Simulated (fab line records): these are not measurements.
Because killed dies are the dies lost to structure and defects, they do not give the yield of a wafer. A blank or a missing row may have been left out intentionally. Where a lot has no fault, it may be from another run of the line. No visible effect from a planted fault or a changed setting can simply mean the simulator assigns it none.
Chamber matching :: flow sky130 :: SKY_FIELD_ISO_CMP_27 on cmp-02: 4 sister chambers
The step polishes, stops on Si3N4, t overpolish 16 s, target thk 457.8 nm. 8 wafers are shown with their chamber, then 8 later ones without.

== EACH WAFER AND ITS CHAMBER ==
wafer: L382.1
chamber: 3
motor_current_A (A): 12.7
time_to_endpoint_s (s): 105

wafer: L385.4
chamber: 2
motor_current_A (A): 12.8
time_to_endpoint_s (s): 118

wafer: L389.1
chamber: 3
motor_current_A (A): 12.2
time_to_endpoint_s (s): 109

wafer: L389.3
chamber: 2
motor_current_A (A): 12.9
time_to_endpoint_s (s): 123

wafer: L391.1
chamber: 1
motor_current_A (A): 12.7
time_to_endpoint_s (s): 121

wafer: L391.4
chamber: 0
motor_current_A (A): 9.1
time_to_endpoint_s (s): 119

wafer: L391.6
chamber: 1
motor_current_A (A): 12.6
time_to_endpoint_s (s): 121

wafer: L394.3
chamber: 0
motor_current_A (A): 9.6
time_to_endpoint_s (s): 116

== WAFERS MISSING THEIR CHAMBER ==
wafer: L394.4
motor_current_A (A): 12.5
time_to_endpoint_s (s): 108

wafer: L394.6
motor_current_A (A): 13.3
time_to_endpoint_s (s): 122

wafer: L399.1
motor_current_A (A): 14.0
time_to_endpoint_s (s): 117

wafer: L399.4
motor_current_A (A): 13.3
time_to_endpoint_s (s): 121

wafer: L399.5
motor_current_A (A): 11.8
time_to_endpoint_s (s): 121

wafer: L400.1
motor_current_A (A): 12.9
time_to_endpoint_s (s): 118

wafer: L400.5
motor_current_A (A): 12.4
time_to_endpoint_s (s): 109

wafer: L400.6
motor_current_A (A): 9.1
time_to_endpoint_s (s): 115

== WHICH CHAMBER EACH ONE RAN IN ==
wafer: L394.4
from the rows above: 3
in truth: 3

wafer: L394.6
from the rows above: can't be placed: 2 or 1
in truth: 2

wafer: L399.1
from the rows above: can't be placed: 2 or 1
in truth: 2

wafer: L399.4
from the rows above: can't be placed: 2 or 1
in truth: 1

wafer: L399.5
from the rows above: can't be placed: 1 or 2
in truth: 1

wafer: L400.1
from the rows above: can't be placed: 2 or 1
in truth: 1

wafer: L400.5
from the rows above: 3
in truth: 3

wafer: L400.6
from the rows above: 0
in truth: 0
3 of 8 placed correctly. Unplaceable from these rows: 5, with the true chamber sitting among the candidates in 5. 0 placed wrongly.
How it was worked out, from the rows above alone: a wafer's distance from a chamber is the root of the sum, over the readings, of the square of ((its reading less the chamber's mean) divided by the reading's scatter). The wafer belongs to the nearest chamber; if the next one is less than 2 further off, it can't be placed. For every chamber, the mean is computed from those of its wafers that are shown. How the scatter is found: for the shown wafers, subtract from each reading the mean of its chamber, square and add these, divide the total by (wafers less chambers), then take the root.
